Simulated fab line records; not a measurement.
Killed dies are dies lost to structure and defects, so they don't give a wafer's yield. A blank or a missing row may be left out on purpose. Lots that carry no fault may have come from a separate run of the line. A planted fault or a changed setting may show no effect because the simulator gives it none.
Which of the tools did it? ; flow sky130 ; 10 lots, 30 wafers sampled, at 6 steps of a route of 708

WHAT EACH GAUGE READ, for each wafer
SKY_SD_N_OVL_MEAS_08. Usual: SD_N_OVL gives 0.5 nm (standard deviation 1.4).
lot;measured;on;SD_N_OVL (nm);flag
L740;day 28 23:21;overlay-01;1.5 0.3 1.1;
L742;day 29 16:21;overlay-01;1.3 -0.2 1.1;
L745;day 30 06:27;overlay-02;-0.3 -0.9 -0.5;
L747;day 30 23:28;overlay-01;-1.7 -1.8 -0.6;
L748;day 31 01:09;overlay-02;2.7 2.4 3.2;
L750;day 32 06:45;overlay-02;2.7 2.1 1.1;
L755;day 33 09:36;overlay-01;0.6 -0.2 -0.2;
L757;day 34 05:23;overlay-01;0.8 0.6 0.7;
L758;day 34 09:53;overlay-02;-0.7 2.4 2.1;
L761;day 35 06:43;overlay-02;1.1 3.2 1.5;

SKY_VIA3_RS_MEAS_22: uses a four-point probe to measure. Usual: VIA3_W_RS gives 0.289 ohm/sq (standard deviation 0.0058).
lot;measured;on;VIA3_W_RS (ohm/sq);flag
L740;day 40 15:12;film metro-04;0.288 0.296 0.288;
L742;day 41 06:10;film metro-03;0.285 0.279 0.280;
L745;day 41 17:29;film metro-03;0.294 0.290 0.289;
L747;day 42 08:10;film metro-04;0.289 0.290 0.291;
L748;day 42 10:24;film metro-03;0.288 0.287 0.286;
L750;day 43 12:07;film metro-02;0.296 0.299 0.287;
L755;day 44 09:27;film metro-04;0.296 0.287 0.157;OFF
L757;day 45 01:15;film metro-03;0.289 0.284 0.287;
L758;day 45 06:17;film metro-03;0.158 0.295 0.154;OFF
L761;day 45 21:58;film metro-03;0.279 0.278 0.278;

SKY_VIA3_THK_MEAS_23: measures by xrf. Usual: VIA3_W_THK gives 406 nm (standard deviation 9.3).
lot;measured;on;VIA3_W_THK (nm);flag
L740;day 40 15:18;film metro-04;406 396 404;
L742;day 41 06:17;film metro-03;414 420 420;
L745;day 41 17:36;film metro-03;398 406 407;
L747;day 42 08:16;film metro-04;405 403 404;
L748;day 42 10:31;film metro-03;412 412 412;
L750;day 43 12:14;film metro-02;398 391 407;
L755;day 44 09:33;film metro-04;394 406 -;
L757;day 45 01:21;film metro-03;411 418 414;
L758;day 45 06:25;film metro-03;- 400 -;
L761;day 45 22:05;film metro-03;426 427 425;

TOOL THAT RAN EACH LOT (tool first, then ch and the chambers of the sampled wafers, then the start)
lot;SKY_DNWELL_STRIP_08;SKY_METAL1_SPUTTER_02;SKY_VIA3_CVD_21
L740;plasma asher-02 ch 0,1, day 3 14:34;pvd sputter-04, day 32 17:17;cvd w-02 ch 0,1, day 40 15:05
L742;plasma asher-04 ch 0,1, day 4 04:35;pvd sputter-03, day 33 09:55;cvd w-01 ch 1, day 41 06:02
L745;plasma asher-02 ch 0,1, day 4 20:44;pvd sputter-03, day 33 22:35;cvd w-02 ch 0,1, day 41 17:21
L747;plasma asher-04 ch 0,1, day 5 03:55;pvd sputter-04, day 34 15:16;cvd w-01 ch 0,1, day 42 08:01
L748;plasma asher-02 ch 0, day 5 09:34;pvd sputter-03, day 34 15:58;cvd w-01 ch 0,1, day 42 10:16
L750;plasma asher-02 ch 0,1, day 6 03:13;pvd sputter-03, day 35 20:43;cvd w-02 ch 0,1, day 43 11:59
L755;plasma asher-02 ch 0,1, day 7 01:04;pvd sputter-04, day 36 21:31;cvd w-02 ch 0,1, day 44 09:20
L757;plasma asher-02 ch 0,1, day 7 13:29;pvd sputter-03, day 37 18:18;cvd w-01 ch 0,1, day 45 01:08
L758;plasma asher-04 ch 0,1, day 7 16:43;pvd sputter-04, day 37 23:25;cvd w-02 ch 0,1, day 45 06:10
L761;plasma asher-04 ch 0,1, day 8 07:46;pvd sputter-03, day 38 19:16;cvd w-01 ch 1, day 45 21:50
- SKY_DNWELL_STRIP_08: strips in O2/N2.
- SKY_METAL1_SPUTTER_02: material AlCu, target thk 250 nm, time 13.3 s.
- SKY_VIA3_CVD_21: deposits W, target thk 390 nm, time 117.31 s.

WHAT THE TOOLS THEMSELVES READ (means of the sampled wafers that have a number; where no wafer has one, the mark that the record gives instead)
SKY_DNWELL_STRIP_08. Usual: drypump motor current A 6.04 A, standard deviation 0.21; oes product au 0.722 a.u., standard deviation 0.0049; strip time to endpoint s 36.86 s, standard deviation 0.11.
lot;tool;drypump motor current A (A);oes product au (a.u.);strip time to endpoint s (s);flag
L740;plasma asher-02;6.16;0.722;36.94;
L742;plasma asher-04;5.94;0.723;36.89;
L745;plasma asher-02;6.09;0.722;36.77;
L747;plasma asher-04;5.95;0.722;36.79;
L748;plasma asher-02;5.99;0.718;36.95;
L750;plasma asher-02;6.08;0.726;36.87;
L755;plasma asher-02;6.10;0.726;36.93;
L757;plasma asher-02;6.08;0.725;37.03;
L758;plasma asher-04;5.79;0.720;36.77;
L761;plasma asher-04;5.95;0.725;36.83;

SKY_METAL1_SPUTTER_02. Usual: throttle valve pct reads 30.2 % (standard deviation 0.72).
lot;tool;throttle valve pct (%);flag
L740;pvd sputter-04;31.2;
L742;pvd sputter-03;29.8;
L745;pvd sputter-03;30.3;
L747;pvd sputter-04;31.1;
L748;pvd sputter-03;30.2;
L750;pvd sputter-03;29.7;
L755;pvd sputter-04;30.6;
L757;pvd sputter-03;29.9;
L758;pvd sputter-04;30.8;
L761;pvd sputter-03;29.8;

SKY_VIA3_CVD_21. Usual: chamber pressure Torr 40.01 Torr, standard deviation 0.093; heater power w 879 W, standard deviation 120.
lot;tool;chamber pressure Torr (Torr);heater power w (W);flag
L740;cvd w-02;39.97;822;
L742;cvd w-01;40.04;1030;
L745;cvd w-02;40.08;825;
L747;cvd w-01;40.00;845;
L748;cvd w-01;39.98;958;
L750;cvd w-02;40.06;874;
L755;cvd w-02;40.03;874;
L757;cvd w-01;40.02;849;
L758;cvd w-02;40.13;828;
L761;cvd w-01;40.05;1076;

THE ANSWER, worked out from the rows above alone
Rule: a lot is off if the mean of its wafers that have a number lies more than 3 standard deviations from the usual mean. Also off: a lot with no number at a reading for which 4 or more lots have one. The other lots that the step has rows for count as sound. Order of review: gauges by route order, followed by the tools' own readings, for which a lot's mean as printed above is used. At the first step where some lot is off, the reading lying furthest off is the one used; lots without a number count as furthest.
Off: at SKY_VIA3_RS_MEAS_22 (VIA3_W_RS), L755, L758.
If a tool, at a process step before that reading, ran all the lots that are off and no sound lot after the first of them, it fits. The gauges at SKY_VIA3_RS_MEAS_22 are tried like those tools. Can't be told from this: 2 tools fit, pvd sputter-04 at SKY_METAL1_SPUTTER_02, cvd w-02 at SKY_VIA3_CVD_21.

WHAT WAS PUT IN BY THE SIMULATOR
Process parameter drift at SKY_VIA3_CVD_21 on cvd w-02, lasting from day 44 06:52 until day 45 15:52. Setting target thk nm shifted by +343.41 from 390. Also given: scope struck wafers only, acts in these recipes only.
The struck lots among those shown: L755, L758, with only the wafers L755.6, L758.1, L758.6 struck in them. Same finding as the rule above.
